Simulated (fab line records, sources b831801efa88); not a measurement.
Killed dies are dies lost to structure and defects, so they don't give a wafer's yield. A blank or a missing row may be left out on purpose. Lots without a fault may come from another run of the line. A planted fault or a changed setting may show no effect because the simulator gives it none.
Which tool did it? | flow gf180mcu | 6 lots, 18 wafers sampled, at 3 steps of a route of 602

WHAT THE GAUGES READ, wafer by wafer
GF_HV_LDD_OVL_MEAS_47.
lot  | measured     | on         | HV_LDD_03_OVL (nm)
L275 | day 12 14:17 | overlay-02 | 1.6 2.5 2.7
L277 | day 13 14:07 | overlay-02 | 1.6 -0.9 0.3
L283 | day 15 12:01 | overlay-02 | 1.8
L292 | day 18 10:32 | overlay-02 | -0.5 -0.7 -1.1
L295 | day 19 16:39 | overlay-02 | -1.7 -1.8 0.7
L297 | day 20 02:36 | overlay-02 | -0.9 -1.0 0.9

WHICH TOOL RAN EACH LOT (tool, then ch and the chambers of the sampled wafers, then the start)
lot  | GF_POLY_GATE_ETCH_13             | GF_POLY_GATE_STRIP_14
L275 | rie_si-02 ch 1,2, day 9 10:43    | plasma_asher-01 ch 0,1, day 9 10:49
L277 | rie_si-02 ch 0,1,2, day 10 05:34 | plasma_asher-02 ch 0,1, day 10 05:37
L283 | rie_si-02 ch 0,2, day 12 00:22   | plasma_asher-02 ch 0,1, day 12 00:25
L292 | rie_si-01 ch 0,1,3, day 14 12:58 | plasma_asher-02 ch 0,1, day 14 13:03
L295 | rie_si-01 ch 0,1,3, day 15 15:29 | plasma_asher-02 ch 0,1, day 15 15:32
L297 | rie_si-01 ch 1,2,3, day 16 02:10 | plasma_asher-03 ch 0,1, day 16 02:13
- GF_POLY_GATE_ETCH_13: etches poly-Si in HBr/Cl2, stops on SiO2, target depth 198.5 nm, time 69.6 s.
- GF_POLY_GATE_STRIP_14: strips in O2/N2.

THE ANSWER, worked out from the rows above alone
Rule: what is usual is taken from the lots themselves. Put in order of their means at a reading, lots are off if they are a third of the lots or fewer, leave a main group of 4 or more, and stand apart from it by a gap of 3 or more times the standard deviation of the main group's means; of several such gaps the widest counts. A main group whose means are all the same, to the digits that the tables above print for the reading, isn't used. A lot without any number at a reading at which 4 lots or more have one is off too. The other lots that the step has rows for count as sound.
No lot is off at any reading shown: from this, nothing can be told.

WHAT THE SIMULATOR HAD PUT IN
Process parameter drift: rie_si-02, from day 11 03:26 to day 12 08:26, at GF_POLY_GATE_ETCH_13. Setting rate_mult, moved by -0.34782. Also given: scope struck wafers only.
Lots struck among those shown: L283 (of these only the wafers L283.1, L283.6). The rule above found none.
